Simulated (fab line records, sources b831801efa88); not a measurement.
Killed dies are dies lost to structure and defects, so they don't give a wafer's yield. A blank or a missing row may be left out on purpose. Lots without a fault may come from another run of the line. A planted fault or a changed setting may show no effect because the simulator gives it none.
A struck lot beside a sound one | flow sfq_line | 18 steps out of a route of 325
Sound: wafers L648.3, L648.4, L648.5. Struck: wafer L661.5. (L661.6 of the same lot was not struck and is left out.) The cause comes at the end.
At each step with rows: each side's tool, then ch and its chambers, then its first start. Under that, the readings that differ: sound wafers | struck wafers | difference of the means | sigmas: that difference in standard deviations of wafers without a fault.
alike: readings whose means differ by less than 2 such deviations, and words and numbers that are the same on both sides. not compared: withheld readings, readings that some wafer has no value for, bounds like >300 that may hide the same value, and numbers for which the record gives no deviation and whose values overlap.
The two part at a step that has a row with sigmas, a row that says differs or no value, or rows on one side only. Numbers that don't overlap but have no deviation are shown without sigmas and don't part them. A reading that every wafer of one side lacks parts them only if that side has two wafers or more.

SFQ_C5_OVL_MEAS_937:
  sound on overlay-01, day 57 21:52; struck on overlay-01, day 62 13:51
  alike: C5_OVL
SFQ_TRILAYER_C5_BARC_OPEN_VIA_ETCH_210: etches BARC in O2, target depth 125 nm, time 41.7 s.
  sound on rie_diel-04 ch 2,3, day 57 21:53; struck on rie_diel-04 ch 3, day 62 13:53
  alike: drypump_motor_current_A, oes_product_au
  not compared: rf_hours_counter_h
SFQ_TRILAYER_C5_ETCH_VIA_ETCH_154: etches SiO2 in CHF3, stops on Nb, target depth 84 nm.
  sound on rie_diel-04 ch 2,3, day 57 21:56; struck on rie_diel-04 ch 3, day 62 13:56
  alike: drypump_motor_current_A, oes_product_au
SFQ_TRILAYER_C5_STRIP_STRIP_155: strips in O2.
  sound on rie_metal-02 ch 0,1, day 57 22:11; struck on rie_metal-03 ch 1, day 62 14:21
  alike: drypump_motor_current_A, oes_product_au
  not compared: rf_hours_counter_h
then, 2 steps without rows for these wafers: SFQ_TRILAYER_C5_STRIP_SOLV_CLEAN_156 (cleans in NMP, time 600 s); SFQ_TRILAYER_M6_DEP_PRE_CLEAN_158 (time 22.5 s).
SFQ_TRILAYER_M6_DEP_SPUTTER_157: material Nb, target thk 200 nm, time 133.3 s.
  sound on pvd_sputter-03, day 57 22:47; struck on pvd_sputter-05, day 62 14:48
  reading                | sound          | struck | difference | sigmas
  throttle_valve_pct (%) | 30.2 30.2 29.8 | 28.1   | -2.0       | -2
SFQ_M6_RS_MEAS_938: measures by four-point-probe.
  sound on film_metro-04, day 57 22:55; struck on film_metro-04, day 62 14:56
  alike: M6_NB_RS
then, 3 steps without rows for these wafers: SFQ_TRILAYER_M6_LITHO_COAT_164 (resist thk 62 nm); SFQ_TRILAYER_M6_LITHO_COAT_159 (resist thk 600 nm); SFQ_TRILAYER_M6_LITHO_SOFTBAKE_163.
SFQ_TRILAYER_M6_LITHO_EXPOSE_160: exposes mask M6, target cd 500 nm.
  sound on krf_scanner-02 ch 0, day 59 08:28; struck on krf_scanner-02 ch 0, day 63 13:02
  alike: mask, reticle_temp_C
then, 2 steps without rows for these wafers: SFQ_TRILAYER_M6_LITHO_PEB_162 (peb time 60 s); SFQ_TRILAYER_M6_LITHO_DEVELOP_161 (time 60 s).
SFQ_M6_OVL_MEAS_940:
  sound on overlay-02, day 59 09:34; struck on overlay-01, day 63 13:46
  alike: M6_OVL
SFQ_TRILAYER_M6_BARC_OPEN_METAL_ETCH_206: etches BARC in O2, target depth 125 nm, time 41.7 s.
  sound on rie_metal-04 ch 0,1, day 59 09:37; struck on rie_metal-01 ch 1, day 63 13:51
  reading             | sound           | struck | difference | sigmas
  model.M6.cd_nm (nm) | 497.4 500.5 496 | 493.9  | -4.1       |
  alike: drypump_motor_current_A, oes_product_au
  not compared: rf_hours_counter_h
SFQ_TRILAYER_M6_ETCH_METAL_ETCH_162: etches Nb in Cl2/Ar, stops on SiO2, target depth 240 nm, time 120 s.
  sound on rie_metal-04 ch 0,1, day 59 09:42; struck on rie_metal-01 ch 1, day 63 14:04
  reading             | sound             | struck | difference | sigmas
  model.M6.cd_nm (nm) | 495.5 502.1 495.7 | 489.6  | -8.2       |
  alike: drypump_motor_current_A, oes_product_au
  not compared: rf_hours_counter_h
SFQ_TRILAYER_M6_STRIP_STRIP_163: strips in O2.
  sound on rie_metal-04 ch 0,1, day 59 09:59; struck on rie_metal-01 ch 1, day 63 14:56
  alike: drypump_motor_current_A, oes_product_au
  not compared: rf_hours_counter_h

WHERE THEY PART
Only at SFQ_TRILAYER_M6_DEP_SPUTTER_157, within this record. Later steps at which nothing parts them and some readings are alike: SFQ_M6_RS_MEAS_938, SFQ_TRILAYER_M6_LITHO_EXPOSE_160, SFQ_M6_OVL_MEAS_940, SFQ_TRILAYER_M6_BARC_OPEN_METAL_ETCH_206, SFQ_TRILAYER_M6_ETCH_METAL_ETCH_162, SFQ_TRILAYER_M6_STRIP_STRIP_163.

WHY: what the simulator had put in
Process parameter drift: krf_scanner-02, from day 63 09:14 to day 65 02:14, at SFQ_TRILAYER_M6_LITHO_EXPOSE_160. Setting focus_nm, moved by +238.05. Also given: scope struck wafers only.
